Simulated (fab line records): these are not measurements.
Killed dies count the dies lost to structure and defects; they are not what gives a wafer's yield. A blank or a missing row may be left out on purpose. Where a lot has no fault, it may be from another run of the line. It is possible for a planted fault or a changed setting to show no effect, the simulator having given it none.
One fault seen from 2 desks :: flow sfqLine :: each desk holds nothing but its own numbers, with what lay behind them at the end

== DESK OF THE TOOL OWNER: pvdSputter-05 ==
The tool's own readings at SFQ_TRILAYER_JJ_TRILAYER_DEP_SPUTTER_112 (material Nb, target thk 170 nm, time 113.3 s): means of the sampled wafers that have a number, for each lot that ran on this tool. Marked OUT: a lot whose mean sits more than 4 standard deviations from the usual mean, which makes it out of limits; the brackets give that distance.
Columns: A = throttleValvePct at SFQ_TRILAYER_JJ_TRILAYER_DEP_SPUTTER_112, usual 30.0 %
lot: L183
first seen here: day 47 09:40
A: 30.3

lot: L187
first seen here: day 50 07:48
A: 30.6

lot: L189
first seen here: day 50 11:58
A: 30.7

lot: L192
first seen here: day 50 18:39
A: 30.4
Finding of this desk: none of the 4 lots has anything out of limits.

== METROLOGY DESK ==
Lot by lot, what the gauges showed, no matter which tool ran the lot: averages of those sampled wafers that carry a number. Marked OUT: a lot whose mean sits more than 4 standard deviations from the usual mean, which makes it out of limits; the brackets give that distance.
Columns: A = JJ_NB_RS at SFQ_JJ_RS_MEAS_929, usual 1.052 ohm/sq
lot: L180
first seen here: day 44 02:29
A: 1.052

lot: L181
first seen here: day 44 06:04
A: 1.070

lot: L182
first seen here: day 44 16:31
A: 1.054

lot: L183
first seen here: day 47 09:44
A: 1.049

lot: L187
first seen here: day 50 07:58
A: 1.061

lot: L188
first seen here: day 50 09:40
A: 1.046

lot: L189
first seen here: day 50 12:03
A: 1.130 (+8.2) OUT

lot: L190
first seen here: day 50 13:28
A: 1.049

lot: L192
first seen here: day 50 18:45
A: 1.088

lot: L193
first seen here: day 50 19:45
A: 1.051

lot: L196
first seen here: day 51 01:45
A: 1.050

lot: L198
first seen here: day 51 05:22
A: 1.043

lot: L200
first seen here: day 51 08:57
A: 1.066

lot: L202
first seen here: day 51 12:35
A: 1.057
This desk's finding: out of limits on L189; first on L189, day 50 12:03 (JJ_NB_RS at SFQ_JJ_RS_MEAS_929). Within limits: L180, L181, L182, L183, L187, L188, L190, L192, L193, L196, L198, L200, L202.

== PUT TOGETHER ==
At day 50 12:03 the metrology desk could have sounded an alarm, on L189.
Nothing out of limits was seen by the tool owner's desk.
The tool owner's desk has L189 on record, within its limits.
SFQ_TRILAYER_JJ_TRILAYER_DEP_SPUTTER_112 was run on pvdSputter-05 by each of the lots named.

== WHAT HAD BEEN PUT IN BY THE SIMULATOR ==
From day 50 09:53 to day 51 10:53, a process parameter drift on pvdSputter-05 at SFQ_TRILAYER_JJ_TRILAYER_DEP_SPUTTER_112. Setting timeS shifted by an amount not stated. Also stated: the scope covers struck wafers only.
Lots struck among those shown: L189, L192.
Hours from the fault's start to each desk's first reading out of limits: the metrology desk, 2.
